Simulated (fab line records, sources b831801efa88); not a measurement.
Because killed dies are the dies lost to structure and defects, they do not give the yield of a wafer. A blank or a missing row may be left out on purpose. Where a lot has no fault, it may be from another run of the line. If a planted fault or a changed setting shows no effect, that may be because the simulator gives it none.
Matching of chambers ; flow sky130 ; SKY_PASSIVATION_ETCH_11 on rie-diel-04: 4 sister chambers
The step etches the open film in CF4/O2, stops on AlCu, target depth 725 nm, time 161.1 s. 24 wafers are shown with their chamber, then 12 later ones without.

## WAFERS PAIRED WITH THEIR CHAMBERS
wafer;chamber;drypump-motor-current-A (A);oes-product-au (a.u.);throttle-valve-pct (%)
L075.2;0;5.6;0.977;5.942
L075.5;2;5.8;0.986;5.959
L075.6;0;5.7;0.984;5.959
L077.1;0;5.6;0.960;5.967
L077.2;2;5.8;0.976;5.964
L077.3;1;5.1;0.945;5.950
L077.4;2;5.8;0.978;5.964
L077.5;1;5.1;0.960;5.962
L077.6;0;5.6;0.969;5.953
L079.1;2;5.8;0.980;5.971
L079.2;0;5.7;0.971;5.965
L079.3;1;5.1;0.959;5.963
L079.4;0;5.7;0.978;5.972
L079.5;2;5.8;0.978;5.954
L079.6;1;5.2;0.963;5.954
L086.2;0;5.7;0.977;5.966
L086.4;3;5.2;0.981;5.967
L086.6;0;5.7;0.969;5.966
L089.1;2;5.9;0.973;5.974
L089.2;0;5.7;0.976;5.949
L089.3;1;5.2;0.958;5.969
L089.4;3;5.3;0.983;5.951
L089.5;1;5.1;0.957;5.964
L089.6;0;5.7;0.969;5.965

SIGNATURES (averages over the wafers above)
reading;chamber 0;chamber 1;chamber 2;chamber 3;scatter within a chamber
drypump-motor-current-A;5.670;5.133;5.817;5.250;0.0488
oes-product-au;0.97300;0.95700;0.97850;0.98200;0.00591
throttle-valve-pct;5.96040;5.96033;5.96433;5.95900;0.00853
Rule: a wafer's distance from a chamber is the root of the sum, over the readings, of the square of ((its reading less the chamber's mean) divided by the reading's scatter). The wafer belongs to the nearest chamber; if the next one is less than 2 further off, it can't be placed. The scatter: take each reading less its chamber's mean, square it, sum over the shown wafers, divide by the number of wafers less the number of chambers, and take the root.

## WAFERS WHOSE CHAMBER IS MISSING
wafer;drypump-motor-current-A (A);oes-product-au (a.u.);throttle-valve-pct (%)
L094.2;5.1;0.956;5.977
L094.3;5.3;0.966;5.965
L094.6;5.8;0.986;5.969
L095.3;5.3;0.981;5.953
L095.4;5.1;0.970;5.953
L095.5;5.7;0.981;5.951
L096.1;5.1;0.956;5.951
L096.2;5.6;0.967;5.972
L096.5;5.6;0.981;5.973
L097.1;5.7;0.969;5.973
L097.2;5.8;0.976;5.969
L097.6;5.8;0.986;5.959

## THE CHAMBER EACH PASSED THROUGH
wafer;from the rows above;in truth
L094.2;1;1
L094.3;can't be placed: 3 or 1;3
L094.6;2;2
L095.3;3;3
L095.4;can't be placed: 1 or 3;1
L095.5;can't be placed: 0 or 2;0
L096.1;1;1
L096.2;0;0
L096.5;0;0
L097.1;can't be placed: 0 or 2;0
L097.2;2;2
L097.6;2;2
Correct placement for 8 of the 12. From these rows, 4 cannot be placed; in 4 the true chamber is one of the candidates. Wrongly placed: 0.
